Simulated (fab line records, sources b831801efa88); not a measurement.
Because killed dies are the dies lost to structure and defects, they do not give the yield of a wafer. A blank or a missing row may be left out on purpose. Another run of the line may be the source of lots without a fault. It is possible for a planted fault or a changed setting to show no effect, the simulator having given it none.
Which tool did it?    flow sky130    Sampling: 10 lots, 29 wafers, 7 of 708 route steps

WHAT EACH GAUGE READ, for each wafer
SKY_CONTACT_RS_MEAS_25: the measuring method here is four-point-probe.
lot   measured      on             CONTACT_W_RS (ohm/sq)
L906  day 31 13:13  film-metro-04  0.343 0.342 0.339
L907  day 31 21:32  film-metro-04  0.342 0.343 0.344
L911  day 33 03:08  film-metro-01  0.335 0.338 0.339
L909  day 33 04:56  film-metro-01  0.338 0.343 0.343
L913  day 34 02:59  film-metro-02  0.336 0.338 0.340
L915  day 34 09:10  film-metro-01  0.341 0.238 0.341 0.237
L916  day 34 20:11  film-metro-04  0.343 0.339 0.237 0.342 0.339 0.237
L925  day 37 17:53  film-metro-02  0.335 0.335 0.341
L926  day 37 19:52  film-metro-02  0.337 0.335 0.334
L928  day 38 05:40  film-metro-04  0.343 0.341 0.345

SKY_CONTACT_THK_MEAS_26: measures by xrf.
lot   measured      on             CONTACT_W_THK (nm)
L906  day 31 13:20  film-metro-04  338 341 342
L907  day 31 21:38  film-metro-04  341 339 342
L911  day 33 03:15  film-metro-01  350 350 349
L909  day 33 05:04  film-metro-01  347 343 344
L913  day 34 03:07  film-metro-02  350 344 345
L915  day 34 13:30  film-metro-01  345 506 346 500
L916  day 35 01:35  film-metro-04  345 349 504 345 350 510
L925  day 37 17:59  film-metro-02  344 345 340
L926  day 37 19:58  film-metro-02  343 345 347
L928  day 38 05:47  film-metro-04  344 346 346

SKY_METAL1_RS_MEAS_05: the measuring method here is four-point-probe.
lot   measured      on             METAL1_ALCU_RS (ohm/sq)
L906  day 31 13:50  film-metro-03  0.1258 0.1257 0.1256
L907  day 31 22:09  film-metro-01  0.1263 0.1265 0.1261
L911  day 33 03:45  film-metro-04  0.1269 0.1280 0.1279
L909  day 33 05:34  film-metro-01  0.1271 0.1286 0.1274
L913  day 34 03:37  film-metro-01  0.1276 0.1282 0.1284
L915  day 34 16:28  film-metro-01  0.1281 0.1276
L916  day 35 06:34  film-metro-03  0.1275 0.1271 0.1272
L925  day 37 18:30  film-metro-01  0.1313 0.1293 0.1307
L926  day 37 20:29  film-metro-03  0.1291 0.1292 0.1276
L928  day 38 06:17  film-metro-03  0.1280 0.1278 0.1267

EACH LOT AND THE TOOL THAT RAN IT (in order: tool; ch and the chambers of the sampled wafers; start)
lot   SKY_CONTACT_ETCH_16                 SKY_CONTACT_CVD_24             SKY_CONTACT_CMP_27             SKY_METAL1_SPUTTER_01
L906  rie-diel-01 ch 1,2,3, day 31 12:14  cvd-w-02 ch 0,1, day 31 13:06  cmp-01 ch 0,1,3, day 31 13:29  pvd-sputter-04, day 31 13:43
L907  rie-diel-03 ch 0,2,3, day 31 20:37  cvd-w-02 ch 0,1, day 31 21:24  cmp-02 ch 0,1,3, day 31 21:41  pvd-sputter-03, day 31 22:01
L911  rie-diel-01 ch 0,1,3, day 33 01:53  cvd-w-02 ch 0,1, day 33 03:01  cmp-01 ch 1,2, day 33 03:19    pvd-sputter-02, day 33 03:38
L909  rie-diel-04 ch 0,1,3, day 33 03:59  cvd-w-02 ch 0, day 33 04:50    cmp-01 ch 0,2,3, day 33 05:07  pvd-sputter-03, day 33 05:26
L913  rie-diel-03 ch 0,1,3, day 34 02:05  cvd-w-02 ch 0,1, day 34 02:53  cmp-01 ch 0,1,3, day 34 03:10  pvd-sputter-03, day 34 03:29
L915  rie-diel-01 ch 0,2, day 34 08:13    cvd-w-02 ch 0,1, day 34 09:03  cmp-02 ch 2,3, day 34 16:01    pvd-sputter-04, day 34 16:20
L916  rie-diel-04 ch 0,1,2, day 34 19:17  cvd-w-02 ch 0,1, day 34 20:05  cmp-02 ch 1,2,3, day 35 06:07  pvd-sputter-02, day 35 06:20
L925  rie-diel-01 ch 1,2,3, day 37 16:58  cvd-w-02 ch 0,1, day 37 17:45  cmp-01 ch 0,2, day 37 18:02    pvd-sputter-03, day 37 18:22
L926  rie-diel-03 ch 0,1,2, day 37 18:56  cvd-w-02 ch 0,1, day 37 19:44  cmp-02 ch 1,2, day 37 20:04    pvd-sputter-04, day 37 20:20
L928  rie-diel-01 ch 0,3, day 38 04:44    cvd-w-02 ch 0,1, day 38 05:34  cmp-01 ch 0,2,3, day 38 05:57  pvd-sputter-03, day 38 06:10
- SKY_CONTACT_ETCH_16: etches BARC in N2/H2, stops on SiO2, time 45.9 s, target depth 60 nm.
- SKY_CONTACT_CVD_24: deposits W, target thk 340 nm, time 102.12 s.
- SKY_CONTACT_CMP_27: polishes, stops on SiO2, t overpolish 15 s, target thk 0 nm.
- SKY_METAL1_SPUTTER_01: material TiN, target thk 20 nm, time 16.7 s.

AS READ BY THE TOOLS THEMSELVES (means over the sampled wafers that have a number; for cases with no such wafer, the mark the record gives instead)
SKY_CONTACT_ETCH_16.
lot   tool         drypump-motor-current-A (A)  oes-product-au (a.u.)  throttle-valve-pct (%)
L906  rie-diel-01  5.7                          0.859                  13.220
L907  rie-diel-03  5.8                          0.856                  13.229
L911  rie-diel-01  5.9                          0.853                  13.225
L909  rie-diel-04  5.6                          0.853                  13.229
L913  rie-diel-03  5.8                          0.859                  13.219
L915  rie-diel-01  6.2                          0.853                  13.224
L916  rie-diel-04  6.1                          0.855                  13.220
L925  rie-diel-01  5.7                          0.850                  13.227
L926  rie-diel-03  6.0                          0.850                  13.227
L928  rie-diel-01  6.2                          0.852                  13.232

SKY_CONTACT_CVD_24.
lot   tool      heater-power-outer-w (W)  heater-power-w (W)  susceptor-temp-C (C)
L906  cvd-w-02  552                       906                 399.90
L907  cvd-w-02  558                       901                 400.03
L911  cvd-w-02  566                       895                 400.06
L909  cvd-w-02  588                       902                 399.82
L913  cvd-w-02  546                       892                 400.04
L915  cvd-w-02  564                       898                 399.78
L916  cvd-w-02  560                       883                 400.00
L925  cvd-w-02  576                       903                 400.24
L926  cvd-w-02  556                       889                 399.80
L928  cvd-w-02  546                       886                 399.88

SKY_CONTACT_CMP_27.
lot   tool    motor-current-A (A)  retaining-ring-pressure-frac  slurry-filter-dp-kPa (kPa)  time-to-endpoint-s (s)
L906  cmp-01  10.7                 1.000                         13.44                       81.5
L907  cmp-02  11.1                 1.001                         13.73                       80.4
L911  cmp-01  9.7                  1.006                         13.57                       83.9
L909  cmp-01  10.3                 0.999                         13.48                       85.2
L913  cmp-01  10.8                 0.998                         13.68                       82.0
L915  cmp-02  10.2                 1.004                         13.48                       94.2
L916  cmp-02  11.1                 1.000                         13.41                       92.1
L925  cmp-01  10.5                 1.004                         13.32                       83.8
L926  cmp-02  12.0                 0.999                         13.49                       85.9
L928  cmp-01  10.8                 1.003                         13.33                       84.7

SKY_METAL1_SPUTTER_01.
lot   tool            cathode-dc-power-W (W)  throttle-valve-pct (%)
L906  pvd-sputter-04  6500.4                  30.3
L907  pvd-sputter-03  6499.7                  29.6
L911  pvd-sputter-02  6500.2                  30.1
L909  pvd-sputter-03  6499.6                  30.2
L913  pvd-sputter-03  6498.9                  29.6
L915  pvd-sputter-04  6499.4                  29.5
L916  pvd-sputter-02  6501.4                  30.9
L925  pvd-sputter-03  6500.2                  29.0
L926  pvd-sputter-04  6500.9                  28.8
L928  pvd-sputter-03  6499.8                  30.0

THE ANSWER, worked out from the rows above alone
Rule: usual is defined by the lots themselves. Put in order of their means at a reading, lots are off if they are a third of the lots or fewer, leave a main group of 4 or more, and stand apart from it by a gap of 3 or more times the standard deviation of the main group's means; of several such gaps the widest counts. If all means in a main group match to the digits the tables above print for the reading, that group is not used. Also off: a lot with no number at a reading for which 4 or more lots have one. All remaining lots with rows at the step are treated as sound. Order of review: gauges by route order, followed by the tools' own readings, for which a lot's mean as printed above is used. The first step at which some lot is off is used, and at that step the reading that is off furthest; a lot without a number counts as furthest.
Off: at SKY_CONTACT_RS_MEAS_25 (CONTACT_W_RS), L915, L916. Mean 0.340 ohm/sq and standard deviation 0.0028 in the main group.
A tool fits if, at a process step before that reading, it ran every lot that is off, and no sound lot after the first of them. Not tried: the gauges at SKY_CONTACT_RS_MEAS_25; whatever is off there is also off at SKY_CONTACT_CMP_27, on other tools, and gauge error can't account for it. Of those tried, none fits.

WHAT THE SIMULATOR PUT IN
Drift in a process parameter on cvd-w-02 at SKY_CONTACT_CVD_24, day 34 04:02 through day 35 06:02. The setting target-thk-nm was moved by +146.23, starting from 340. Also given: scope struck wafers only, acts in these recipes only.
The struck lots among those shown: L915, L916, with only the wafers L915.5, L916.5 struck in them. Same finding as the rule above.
